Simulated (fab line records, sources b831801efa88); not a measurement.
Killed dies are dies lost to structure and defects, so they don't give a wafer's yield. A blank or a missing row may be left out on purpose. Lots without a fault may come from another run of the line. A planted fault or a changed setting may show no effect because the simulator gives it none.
A struck lot beside a sound one | flow sfq_line | 24 steps out of a route of 325
Sound: wafers L816.1, L816.5, L816.6. Struck: wafers L808.1, L808.2, L808.4. The cause comes at the end.
At each step with rows: each side's tool, then ch and its chambers, then its first start. Under that, the readings that differ: sound wafers | struck wafers | difference of the means | sigmas: that difference in standard deviations of wafers without a fault.
alike: readings whose means differ by less than 2 such deviations, and words and numbers that are the same on both sides. not compared: withheld readings, readings that some wafer has no value for, bounds like >300 that may hide the same value, and numbers for which the record gives no deviation and whose values overlap.
The two part at a step that has a row with sigmas, a row that says differs or no value, or rows on one side only. Numbers that don't overlap but have no deviation are shown without sigmas and don't part them. A reading that every wafer of one side lacks parts them only if that side has two wafers or more.

first, 1 step without rows for these wafers: SFQ_TRILAYER_M3_STRIP_SOLV_CLEAN_080 (cleans in NMP, time 600 s).
SFQ_TRILAYER_I3_DEP_PECVD_081: deposits SiO2 from SiH4/N2O, time 111.11 s, target thk 500 nm.
  sound on pecvd-04 ch 0,1,2, day 39 06:08; struck on pecvd-03 ch 0,1, day 35 16:13
  alike: heater_power_w, throttle_valve_pct
SFQ_TRILAYER_I3_CMP_CMP_082: polishes SiO2.
  sound on cmp-01 ch 0,3, day 40 12:52; struck on cmp-02 ch 1,2,3, day 37 09:56
  alike: motor_current_A, time_to_endpoint_s
SFQ_I3_BOW_MEAS_922:
  sound on film_metro-03, day 40 15:52; struck on film_metro-04, day 37 12:56
  alike: I3_BOW
SFQ_TRILAYER_I3_METRO_MEASURE_083:
  sound on film_metro-03, day 40 15:59; struck on film_metro-04, day 37 13:04
  alike: thk_nm
then, 6 steps without rows for these wafers: SFQ_TRILAYER_I3_VIA_LITHO_COAT_090 (resist thk 62 nm); SFQ_TRILAYER_I3_VIA_LITHO_COAT_085 (resist thk 650 nm); SFQ_TRILAYER_I3_VIA_LITHO_SOFTBAKE_089; SFQ_TRILAYER_I3_VIA_LITHO_EXPOSE_086 (exposes mask I3, target cd 500 nm); SFQ_TRILAYER_I3_VIA_LITHO_PEB_088 (peb time 60 s); SFQ_TRILAYER_I3_VIA_LITHO_DEVELOP_087 (time 60 s).
-- the record jumps here: 6 days lie between the struck wafers' starts before and after --
SFQ_I3_OVL_MEAS_923:
  sound on overlay-02, day 46 20:20; struck on overlay-01, day 43 07:50
  alike: I3_OVL
SFQ_TRILAYER_I3_VIA_BARC_OPEN_VIA_ETCH_121: etches BARC in O2, target depth 125 nm, time 41.7 s.
  sound on rie_diel-02 ch 0,3, day 46 20:22; struck on rie_diel-02 ch 0,1,3, day 43 07:52
  no value came back on the struck wafers for bias_w (W), chamber_pressure_mTorr (mTorr), drypump_motor_current_A (A), oes_product_au (a.u.); on the sound wafers bias_w (W) reads 79.92 80.22 79.97
  reading                                                 | sound             | struck            | difference | sigmas
  model.KrF_of_TRILAYER_I3_VIA_LITHO_COAT_085.thk_nm (nm) | 572.4 570.7 573.2 | 623.6 623.5 623.9 | +51.6      |
  not compared: rf_hours_counter_h
SFQ_TRILAYER_I3_VIA_ETCH_VIA_ETCH_088: etches SiO2 in CHF3, stops on Nb, target depth 260 nm.
  sound on rie_diel-02 ch 0,3, day 46 20:25; struck on rie_diel-02 ch 0,1,3, day 43 07:55
  reading                                                 | sound             | struck            | difference | sigmas
  oes_product_au (a.u.)                                   | 0.854 0.853 0.852 | 0.380 0.368 0.370 | -0.480     | -96
  model.KrF_of_TRILAYER_I3_VIA_LITHO_COAT_085.thk_nm (nm) | 528.6 525.6 528.9 | 578.8 579.5 578.7 | +51.3      |
  alike: bias_w, chamber_pressure_mTorr, drypump_motor_current_A
SFQ_TRILAYER_I3_VIA_STRIP_STRIP_089: strips in O2.
  sound on rie_metal-04 ch 0,1, day 46 20:32; struck on rie_metal-04 ch 0,1, day 43 08:02
  alike: drypump_motor_current_A, oes_product_au
  not compared: rf_hours_counter_h
then, 2 steps without rows for these wafers: SFQ_TRILAYER_I3_VIA_STRIP_SOLV_CLEAN_090 (cleans in NMP, time 600 s); SFQ_TRILAYER_M4_DEP_PRE_CLEAN_092 (time 22.5 s).
SFQ_TRILAYER_M4_DEP_SPUTTER_091: material Nb, target thk 200 nm, time 133.3 s.
  sound on pvd_sputter-03, day 46 21:20; struck on pvd_sputter-03, day 43 08:50
  alike: cathode_dc_power_W, throttle_valve_pct
SFQ_M4_RS_MEAS_924: measures by four-point-probe.
  sound on film_metro-04, day 46 21:25; struck on film_metro-01, day 43 08:55
  alike: M4_NB_RS
then, 3 steps without rows for these wafers: SFQ_TRILAYER_M4_LITHO_COAT_098 (resist thk 62 nm); SFQ_TRILAYER_M4_LITHO_COAT_093 (resist thk 600 nm); SFQ_TRILAYER_M4_LITHO_SOFTBAKE_097.
SFQ_TRILAYER_M4_LITHO_EXPOSE_094: exposes mask M4, target cd 500 nm.
  sound on krf_scanner-02 ch 0, day 46 23:44; struck on krf_scanner-02, day 44 15:37
  no value came back on the struck wafers for exposure_dose_mJ_cm2, focus_offset_nm (nm), sigma_outer; on the sound wafers exposure_dose_mJ_cm2 reads 14.395 14.390 14.392
  alike: mask
then, 1 step without rows for these wafers: SFQ_TRILAYER_M4_LITHO_PEB_096 (peb time 60 s).

WHERE THEY PART
First at SFQ_TRILAYER_I3_VIA_BARC_OPEN_VIA_ETCH_121; last, within this record, at SFQ_TRILAYER_M4_LITHO_EXPOSE_094.

WHY: what the simulator had put in
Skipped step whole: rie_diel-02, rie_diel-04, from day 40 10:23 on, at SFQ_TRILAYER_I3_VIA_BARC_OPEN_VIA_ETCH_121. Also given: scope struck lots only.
